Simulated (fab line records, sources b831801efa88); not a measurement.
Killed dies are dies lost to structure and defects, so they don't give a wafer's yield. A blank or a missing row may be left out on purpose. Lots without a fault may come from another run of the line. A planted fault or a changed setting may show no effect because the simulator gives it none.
One fault seen from 2 desks | flow sky130 | each desk has only its own numbers; what lay behind them comes last

THE METROLOGY DESK
What the gauges read, lot by lot, whatever tool the lot ran on: means of the sampled wafers that have a number. A lot is out of limits, marked OUT, if its mean lies more than 4 standard deviations from the usual mean; the brackets give that distance.
Columns: A = cd_nm at SKY_FIELD_ISO_CD_MEAS_13, usual 150.2 nm
lot  | first seen here | A
L216 | day 2 07:38     | 150.4
L218 | day 2 21:03     | 151.7
L220 | day 3 01:00     | 148.7
L221 | day 3 06:35     | 153.9
L223 | day 3 15:55     | 151.6
L224 | day 3 23:24     | 151.3
L225 | day 4 03:17     | 149.5
L226 | day 4 10:41     | 150.2
L227 | day 4 16:50     | 150.0
L230 | day 5 07:14     | 148.4
L232 | day 5 16:49     | 150.3
L237 | day 6 17:38     | 151.1
L239 | day 7 04:20     | 150.5
This desk's finding: nothing out of limits on any of the 13 lots.

THE TOOL OWNER'S DESK: rie_si-01
The tool's own readings at SKY_POLY_GATE_ETCH_17 (etches poly-Si in HBr/Cl2, stops on SiO2, target depth 180 nm, time 70.5 s): means of the sampled wafers that have a number, for each lot that ran on this tool. A lot is out of limits, marked OUT, if its mean lies more than 4 standard deviations from the usual mean; the brackets give that distance.
Columns: A = drypump_motor_current_A at SKY_POLY_GATE_ETCH_17, usual 5.6 A; B = oes_product_au at SKY_POLY_GATE_ETCH_17, usual 0.987 a.u.; C = run_length_s at SKY_POLY_GATE_ETCH_17, usual 98.7 s; D = throttle_valve_pct at SKY_POLY_GATE_ETCH_17, usual 33.684 %
lot  | first seen here | A   | B     | C                | D
L216 | day 16 06:28    | 5.5 | 0.981 | 98.9             | 33.693
L221 | day 18 02:41    | 5.6 | 0.992 | 99.0             | 33.689
L223 | day 18 21:37    | 5.6 | 0.985 | 98.9             | 33.691
L225 | day 19 16:25    | 5.5 | 0.996 | 99.2             | 33.689
L226 | day 20 15:58    | 5.6 | 0.976 | 99.2             | 33.689
L227 | day 20 22:57    | 5.7 | 0.974 | 99.8             | 33.688
L230 | day 21 12:52    | 5.7 | 0.962 | 100.5 (+4.6) OUT | 33.688
L232 | day 22 12:57    | 5.7 | 0.972 | 100.3 (+4.0) OUT | 33.692
This desk's finding: out of limits on L230, L232; first on L230, day 21 12:52 (run_length_s at SKY_POLY_GATE_ETCH_17). In limits: L216, L221, L223, L225, L226, L227.

PUT TOGETHER
The tool owner's desk could have raised an alarm at day 21 12:52, on L230, L232.
The metrology desk saw nothing out of limits.
The metrology desk has L230, L232 on record, within its limits.
Of the lots named, all ran SKY_POLY_GATE_ETCH_17 on rie_si-01.

WHAT THE SIMULATOR HAD PUT IN
Process parameter drift: rie_si-01, from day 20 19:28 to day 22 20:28, at SKY_POLY_GATE_ETCH_17. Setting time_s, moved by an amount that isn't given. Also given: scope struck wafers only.
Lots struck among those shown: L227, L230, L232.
Hours from the fault's start to each desk's first reading out of limits: the tool owner's desk, 17.
